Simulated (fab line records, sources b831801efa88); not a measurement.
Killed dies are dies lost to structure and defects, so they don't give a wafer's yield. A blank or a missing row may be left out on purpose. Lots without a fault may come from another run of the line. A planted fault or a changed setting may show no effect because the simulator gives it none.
A struck lot beside a sound one | flow sky130 | 44 steps out of a route of 708
Sound: wafers L402.3, L402.4, L402.6. Struck: wafer L409.4. (L409.1, L409.3 of the same lot were not struck and are left out.) The cause comes at the end.
At each step with rows: each side's tool, then ch and its chambers, then its first start. Under that, the readings that differ: sound wafers | struck wafers | difference of the means | sigmas: that difference in standard deviations of wafers without a fault.
alike: readings whose means differ by less than 2 such deviations, and words and numbers that are the same on both sides. not compared: withheld readings, readings that some wafer has no value for, bounds like >300 that may hide the same value, and numbers for which the record gives no deviation and whose values overlap.
The two part at a step that has a row with sigmas, a row that says differs or no value, or rows on one side only. Numbers that don't overlap but have no deviation are shown without sigmas and don't part them. A reading that every wafer of one side lacks parts them only if that side has two wafers or more.

first, 3 steps without rows for these wafers: SKY_VIA3_CLEAN_18 (cleans in IPA, time 180 s); SKY_VIA3_CLEAN_19 (cleans in O3/DIW); SKY_VIA3_SPUTTER_20 (material TiN, target thk 20 nm, time 80 s).
SKY_VIA3_CVD_21: deposits W, target thk 390 nm, time 117.31 s.
  sound on cvd_w-02 ch 0,1, day 40 18:40; struck on cvd_w-02 ch 1, day 42 23:53
  alike: heater_power_w
SKY_VIA3_RS_MEAS_22: measures by four-point-probe.
  sound on film_metro-01, day 40 18:48; struck on film_metro-03, day 43 00:00
  alike: VIA3_W_RS
SKY_VIA3_THK_MEAS_23: measures by xrf.
  sound on film_metro-01, day 40 18:54; struck on film_metro-03, day 43 00:07
  alike: VIA3_W_THK
SKY_VIA3_CMP_24: polishes, stops on SiO2, t overpolish 20 s, target thk 0 nm.
  sound on cmp-01 ch 0,2,3, day 40 19:00; struck on cmp-02 ch 2, day 43 00:14
  reading                | sound    | struck | difference | sigmas
  time_to_endpoint_s (s) | 86 91 92 | 103    | +13        | +3
  alike: head_pressure_psi, motor_current_A, overpolish_run_s
then, 2 steps without rows for these wafers: SKY_METAL4_SPUTTER_00 (material Ti, target thk 15 nm, time 10 s); SKY_METAL4_SPUTTER_01 (material TiN, target thk 20 nm, time 16.7 s).
SKY_METAL4_SPUTTER_02: material AlCu, target thk 735 nm, time 39.1 s.
  sound on pvd_sputter-01, day 40 19:18; struck on pvd_sputter-01, day 43 00:35
  alike: throttle_valve_pct
SKY_METAL4_SPUTTER_03: material Ti, target thk 5 nm, time 3.3 s.
  sound on pvd_sputter-01, day 40 19:20; struck on pvd_sputter-01, day 43 00:38
  alike: throttle_valve_pct
then, 1 step without rows for these wafers: SKY_METAL4_SPUTTER_04 (material TiN, target thk 70 nm, time 58.3 s).
SKY_CAP2M_CVD_00: deposits SiO2, target thk 15.5 nm.
  sound on pecvd-03 ch 0,2, day 40 19:24; struck on pecvd-01 ch 2, day 43 00:42
  reading                                | sound             | struck | difference | sigmas
  model.SiO2_of_CAP2M_CVD_00.thk_nm (nm) | 15.89 15.99 15.98 | 14.9   | -1.1       |
  alike: heater_power_w, rf_fwd_power_W
SKY_CAP2M_THK_MEAS_01:
  sound on film_metro-03, day 40 19:27; struck on film_metro-04, day 43 00:44
  reading               | sound             | struck | difference | sigmas
  CAP2M_CVD_00_THK (nm) | 15.93 16.01 16.00 | 14.93  | -1.05      | -4
then, 1 step without rows for these wafers: SKY_CAP2M_SPUTTER_02 (material TiN, target thk 200 nm, time 166.7 s).
SKY_CAP2M_RS_MEAS_03: measures by four-point-probe.
  sound on film_metro-02, day 40 19:38; struck on film_metro-04, day 43 00:54
  alike: CAP2M_TIN_RS
SKY_CAP2M_THK_MEAS_04: measures by xrf.
  sound on film_metro-02, day 40 19:44; struck on film_metro-04, day 43 01:01
  alike: CAP2M_TIN_THK
then, 7 steps without rows for these wafers: SKY_CAP2M_DEHYDRATE_05 (time 60 s); SKY_CAP2M_HMDS_06 (prime time 60 s); SKY_CAP2M_COAT_07 (resist thk 1140 nm); SKY_CAP2M_SOFTBAKE_08 (time 60 s); SKY_CAP2M_EXPOSE_09 (exposes mask CAP2M, target cd 1000 nm); SKY_CAP2M_PEB_10; SKY_CAP2M_DEVELOP_11 (develop time 60 s).
SKY_CAP2M_OVL_MEAS_12:
  sound on overlay-01, day 41 18:56; struck on overlay-01, day 43 23:03
  alike: CAP2M_OVL
SKY_CAP2M_METAL_ETCH_13: etches TiN in Cl2/BCl3, stops on SiO2, target depth 220 nm, time 62.9 s.
  sound on rie_metal-03 ch 0,1, day 41 18:59; struck on rie_metal-04 ch 0, day 43 23:05
  alike: drypump_motor_current_A, oes_product_au, rf_fwd_power_W, throttle_valve_pct
  not compared: rf_hours_counter_h
then, 12 steps without rows for these wafers: SKY_CAP2M_STRIP_14 (strips in O2/N2); SKY_CAP2M_STRIP_15 (strips in post etch residue remover, time 1200 s); SKY_CAP2M_CLEAN_16 (cleans in IPA, time 180 s); SKY_CAP2M_CLEAN_17 (cleans in O3/DIW); SKY_METAL4_DEHYDRATE_05 (time 60 s); SKY_METAL4_HMDS_06 (prime time 60 s); SKY_METAL4_COAT_07 (resist thk 60 nm); SKY_METAL4_COAT_08 (resist thk 1140 nm); SKY_METAL4_SOFTBAKE_09 (time 90 s); SKY_METAL4_EXPOSE_10 (exposes mask MM4, target cd 300 nm); SKY_METAL4_PEB_11; SKY_METAL4_DEVELOP_12 (develop time 60 s).
SKY_METAL4_CD_MEAS_13: target cd 300 nm.
  sound on cd_sem-02, day 42 18:41; struck on cd_sem-02, day 44 21:51
  alike: cd_nm
SKY_METAL4_OVL_MEAS_14:
  sound on overlay-01, day 42 18:47; struck on overlay-02, day 44 21:58
  alike: METAL4_OVL
then, 2 steps without rows for these wafers: SKY_METAL4_DESCUM_15 (chemistry O2, time 8 s); SKY_METAL4_ETCH_16 (etches BARC in N2/H2, stops on SiO2, time 88.2 s, target depth 60 nm).
SKY_METAL4_ETCH_17: etches SiO2 in C4F8/O2/Ar, stops on TiN, time 3.9 s, target depth 15 nm.
  sound on rie_diel-01 ch 0,1, day 42 18:56; struck on rie_diel-01 ch 3, day 44 22:16
  reading                  | sound             | struck | difference | sigmas
  oes_product_au (a.u.)    | 0.761 0.768 0.769 | 0.742  | -0.024     | -3
  model.etch.depth_nm (nm) | 15.89 15.99 15.98 | 14.9   | -1.1       |
  alike: rf_fwd_power_W
  not compared: rf_hours_counter_h
-- the record jumps here: 4 days lie between the struck wafers' starts before and after (it left off in module METAL4 and takes up again in module PAD_OPEN, whose first step shown is number 708 of the route) --
SKY_PAD_OPEN_PROBE_99:
  sound on prober-02, day 46 14:26; struck on prober-02, day 48 14:23
  reading                               | sound                | struck | difference | sigmas
  model.etest.cap_mim2.bv_v (V)         | 13.72 13.99 14.43    | 13.36  | -0.69      |
  model.etest.cap_mim2.leak_log10_a_cm2 | -9.175 -9.008 -9.085 | -8.803 | +0.286     |
  model.etest.cap_mim2.c_ff_um2         | 2.287 2.265 2.28     | 2.438  | +0.161     |
  alike: defect_limited_yield, killed_at_M0_to_M3, killed_at_M4_up, killed_at_contacts, killed_at_front_end, killed_at_other, killed_dies, killed_open, killed_short, sort_bin_3_pad_short, sort_bin_5_function, sort_bin_6_memory, sort_n_pass, sort_yield_pct

WHERE THEY PART
First at SKY_VIA3_CMP_24; last, within this record, at SKY_METAL4_ETCH_17. Later steps at which nothing parts them and some readings are alike: SKY_PAD_OPEN_PROBE_99.

WHY: what the simulator had put in
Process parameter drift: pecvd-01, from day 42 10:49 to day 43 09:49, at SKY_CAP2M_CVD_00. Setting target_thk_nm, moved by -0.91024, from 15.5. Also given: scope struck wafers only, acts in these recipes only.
